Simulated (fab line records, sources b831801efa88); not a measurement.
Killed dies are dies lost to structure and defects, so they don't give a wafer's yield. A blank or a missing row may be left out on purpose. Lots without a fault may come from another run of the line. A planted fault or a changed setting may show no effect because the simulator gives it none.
A struck lot beside a sound one | flow sky130 | 35 steps out of a route of 708
Sound: wafers L125.2, L125.3, L125.5. Struck: wafer L134.3. (L134.1, L134.2 of the same lot were not struck and are left out.) The cause comes at the end.
At each step with rows: each side's tool, then ch and its chambers, then its first start. Under that, the readings that differ: sound wafers | struck wafers | difference of the means | sigmas: that difference in standard deviations of wafers without a fault.
alike: readings whose means differ by less than 2 such deviations, and words and numbers that are the same on both sides. not compared: withheld readings, readings that some wafer has no value for, bounds like >300 that may hide the same value, and numbers for which the record gives no deviation and whose values overlap.
The two part at a step that has a row with sigmas, a row that says differs or no value, or rows on one side only. Numbers that don't overlap but have no deviation are shown without sigmas and don't part them. A reading that every wafer of one side lacks parts them only if that side has two wafers or more.

first, 10 steps without rows for these wafers: SKY_CONTACT_ETCH_17 (etches SiO2 in C4F8/O2/Ar, stops on Si3N4, target depth 340 nm); SKY_CONTACT_ETCH_18 (etches Si3N4 in CHF3/O2, stops on TiN, time 39 s, target depth 75 nm); SKY_CONTACT_STRIP_19 (strips in O2/N2); SKY_CONTACT_STRIP_20 (strips in post etch residue remover, time 1200 s); SKY_CONTACT_CLEAN_21 (cleans in IPA, time 180 s); SKY_CONTACT_CLEAN_22 (cleans in O3/DIW); SKY_CONTACT_SPUTTER_23 (material TiN, target thk 20 nm, time 80 s); SKY_CONTACT_CVD_24 (deposits W, target thk 340 nm, time 102.12 s); SKY_CONTACT_CMP_27 (polishes, stops on SiO2, t overpolish 15 s, target thk 0 nm); SKY_METAL1_SPUTTER_00 (material Ti, target thk 15 nm, time 10 s).
SKY_METAL1_SPUTTER_01: material TiN, target thk 20 nm, time 16.7 s.
  sound on pvd_sputter-01, day 33 18:19; struck on pvd_sputter-01, day 36 10:32
  alike: chamber_pressure_pa, throttle_valve_pct
then, 23 steps without rows for these wafers: SKY_METAL1_SPUTTER_02 (material AlCu, target thk 250 nm, time 13.3 s); SKY_METAL1_SPUTTER_03 (material Ti, target thk 5 nm, time 3.3 s); SKY_METAL1_SPUTTER_04 (material TiN, target thk 70 nm, time 58.3 s); SKY_METAL1_DEHYDRATE_07 (time 60 s); SKY_METAL1_HMDS_08 (prime time 60 s); SKY_METAL1_COAT_09 (resist thk 60 nm); SKY_METAL1_COAT_10 (resist thk 450 nm); SKY_METAL1_SOFTBAKE_11 (time 90 s); SKY_METAL1_EXPOSE_12 (exposes mask MM1, target cd 140 nm); SKY_METAL1_PEB_13; SKY_METAL1_DEVELOP_14 (develop time 60 s); SKY_METAL1_DESCUM_17 (chemistry O2, time 8 s); SKY_METAL1_ETCH_18 (etches BARC in N2/H2, stops on SiO2, time 45.9 s, target depth 60 nm); SKY_METAL1_METAL_ETCH_19 (etches the open film in Cl2/BCl3, stops on SiO2, target depth 360 nm, time 78 s); SKY_METAL1_STRIP_20 (strips in O2/N2); SKY_METAL1_STRIP_21 (strips in post etch residue remover, time 1200 s); SKY_METAL1_CLEAN_22 (cleans in IPA, time 180 s); SKY_METAL1_CLEAN_23 (cleans in O3/DIW); SKY_VIA1_HDPCVD_00 (deposits SiO2, target thk 1030 nm, time 171.7 s); SKY_VIA1_CMP_02 (polishes SiO2); SKY_VIA1_DEHYDRATE_04 (time 60 s); SKY_VIA1_HMDS_05 (prime time 60 s); SKY_VIA1_COAT_06 (resist thk 60 nm).
-- the record jumps here: 13 days lie between the struck wafers' starts before and after (it left off in module VIA1 and takes up again in module PAD_OPEN, whose first step shown is number 708 of the route) --
SKY_PAD_OPEN_PROBE_99:
  sound on prober-02, day 47 14:41; struck on prober-01, day 49 13:38
  reading                               | sound             | struck | difference | sigmas
  defect_limited_yield (%)              | 81.7 80.3 83.1    | 75.0   | -6.7       | -3
  killed_at_M0_to_M3                    | 52 44 47          | 83     | +35        | +6
  killed_at_other                       | 0 0 0             | 1      | +1         | +2
  killed_dies                           | 90 97 83          | 123    | +33        | +3
  sort_bin_3_pad_short (%)              | 1.0 0 0.4         | 2.0    | +1.5       | +3
  sort_bin_5_function (%)               | 11.0 13.2 11.0    | 15.4   | +3.7       | +2
  sort_n_pass                           | 402 395 409       | 369    | -33        | -3
  sort_yield_pct (%)                    | 81.7 80.3 83.1    | 75.0   | -6.7       | -3
  model.etest.tester.sort_n_pass        | 402 395 409       | 369    | -33        |
  model.etest.tester.sort_yield_pct (%) | 81.71 80.28 83.13 | 75     | -7         |
  model.etest.tester.sort_bin_5_pct (%) | 10.98 13.21 10.98 | 15.45  | +3.73      |
  model.etest.tester.sort_bin_3_pct (%) | 1.016 0 0.4065    | 2.033  | +1.559     |
  alike: killed_at_M4_up, killed_at_contacts, killed_at_front_end, killed_open, killed_short, sort_bin_6_memory

WHERE THEY PART
Only at SKY_PAD_OPEN_PROBE_99, within this record.

WHY: what the simulator had put in
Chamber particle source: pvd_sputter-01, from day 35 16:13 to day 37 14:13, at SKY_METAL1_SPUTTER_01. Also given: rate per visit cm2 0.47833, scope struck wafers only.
